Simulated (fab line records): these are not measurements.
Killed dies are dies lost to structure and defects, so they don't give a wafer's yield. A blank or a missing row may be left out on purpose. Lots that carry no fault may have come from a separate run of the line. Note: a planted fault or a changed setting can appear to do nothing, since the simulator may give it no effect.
Lot-split experiment | flow sky130 | 5 lots, 23 wafers read, on a route of 708 steps

== ABOUT THE SPLIT ==
At SKY_DNWELL_COAT_02 (resist thk 3000 nm), the setting resist-thk-nm was moved away from the recipe's 3000 nm on 9 of the 23 wafers read, by -4.5% to +3.4%. This setting was run at the recipe's value on the other wafers.

The reading is taken at the split's own step.

== THE READING ==
coat_of_DNWELL_COAT_02.thk-nm (the simulator's own value, which no gauge read), in nm, at SKY_DNWELL_COAT_02 (resist thk 3000 nm). No usual value for it is given in the file. Average 3003 nm, standard deviation 4.9 nm, over the 14 wafers here run with the recipe.

wafer  | tool, chamber at the split | resist-thk-nm as run, nm | against the recipe | coat_of_DNWELL_COAT_02.thk-nm, nm | against lot-mates on the recipe
L076.1 | litho-track-02, 0          | 3000                     | recipe             | 3005                              | -
L076.3 | litho-track-02, 0          | 2929                     | -2.4%              | 2931                              | -69
L076.6 | litho-track-02, 0          | 2929                     | -2.4%              | 2931                              | -69
L076.4 | litho-track-02, 0          | 3000                     | recipe             | 2999                              | -
L076.5 | litho-track-02, 0          | 3000                     | recipe             | 2997                              | -
L077.1 | litho-track-03, 0          | 2866                     | -4.5%              | 2864                              | -140
L077.2 | litho-track-03, 0          | 2866                     | -4.5%              | 2869                              | -135
L077.5 | litho-track-03, 0          | 2866                     | -4.5%              | 2869                              | -135
L077.3 | litho-track-03, 0          | 3000                     | recipe             | 3003                              | -
L077.4 | litho-track-03, 0          | 3000                     | recipe             | 3005                              | -
L079.1 | litho-track-02, 0          | 3068                     | +2.3%              | 3071                              | +63
L079.2 | litho-track-02, 0          | 3000                     | recipe             | 3012                              | -
L079.3 | litho-track-02, 0          | 3000                     | recipe             | 3010                              | -
L079.5 | litho-track-02, 0          | 3068                     | +2.3%              | 3074                              | +66
L079.6 | litho-track-02, 0          | 3000                     | recipe             | 3001                              | -
L081.1 | litho-track-02, 0          | 3000                     | recipe             | 3000                              | -
L081.2 | litho-track-02, 0          | 3000                     | recipe             | 2999                              | -
L081.5 | litho-track-02, 0          | 3000                     | recipe             | 3001                              | -
L084.2 | litho-track-02, 0          | 3101                     | +3.4%              | 3111                              | +106
L084.3 | litho-track-02, 0          | 3000                     | recipe             | 2998                              | -
L084.4 | litho-track-02, 0          | 3101                     | +3.4%              | 3105                              | +100
L084.5 | litho-track-02, 0          | 3000                     | recipe             | 3012                              | -
L084.6 | litho-track-02, 0          | 3000                     | recipe             | 3005                              | -

FIT RESULTS
A straight line over all 23 wafers: coat_of_DNWELL_COAT_02.thk-nm changes by +30.6 nm for each +1% of resist-thk-nm; r = +1.00; the points scatter about the line by 4.2 nm.
The same after taking each lot's own level away (the mean of its wafers on the recipe; 23 wafers): +30.2 nm for each +1%; r = +1.00; scatter 3.7 nm.
On that fit, the largest move of resist-thk-nm shifts the reading by 1.4e+02 nm.
The span of the lots' own levels, 3000.0 to 3007.7 nm, comes to 1.6 times the standard deviation stated above.
The two slopes are in agreement: the lot-to-lot level therefore moves the slope only a little.
Check: -134 nm against its lot-mates is what the line predicts for one of the wafers moved furthest among these (-4.5%) when that wafer is left out of the fit. Against them it came out at -140 nm.

== THESE WAFERS: OTHER SPLITS ==
Other splits were also applied to these wafers ahead of the reading. Each is held against what the fit with the lots' levels taken away leaves over:
other split on the same wafers       | wafers away from the commonest value | r with coat_of_DNWELL_COAT_02.thk-nm (lot level and that fit taken away)
SKY_FIELD_ISO_OXIDATION_01 ox-time-s | 15                                   | +0.14
SKY_FIELD_ISO_STRIP_16 power-w       | 8                                    | -0.15
SKY_FIELD_ISO_OXIDATION_22 ox-time-s | 10                                   | -0.19

== THE WHOLE CHAIN: every reading that the file lists as answering this split, in the file's order ==
step                | what it does       | reading                                                                        | change (the file's fit)              | r (the file's)
SKY_DNWELL_COAT_02  | resist thk 3000 nm | coat_of_DNWELL_COAT_02.thk-nm (the simulator's own value, which no gauge read) | +30.2 nm for each +1% of the setting | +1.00
SKY_DNWELL_STRIP_08 | strips in O2/N2    | strip-time-to-endpoint-s                                                       | withheld for each +1% of the setting | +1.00

== FILE'S OWN FIT ==
coat_of_DNWELL_COAT_02.thk-nm changes by +30.2 nm for each +1% of resist-thk-nm, r = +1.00.
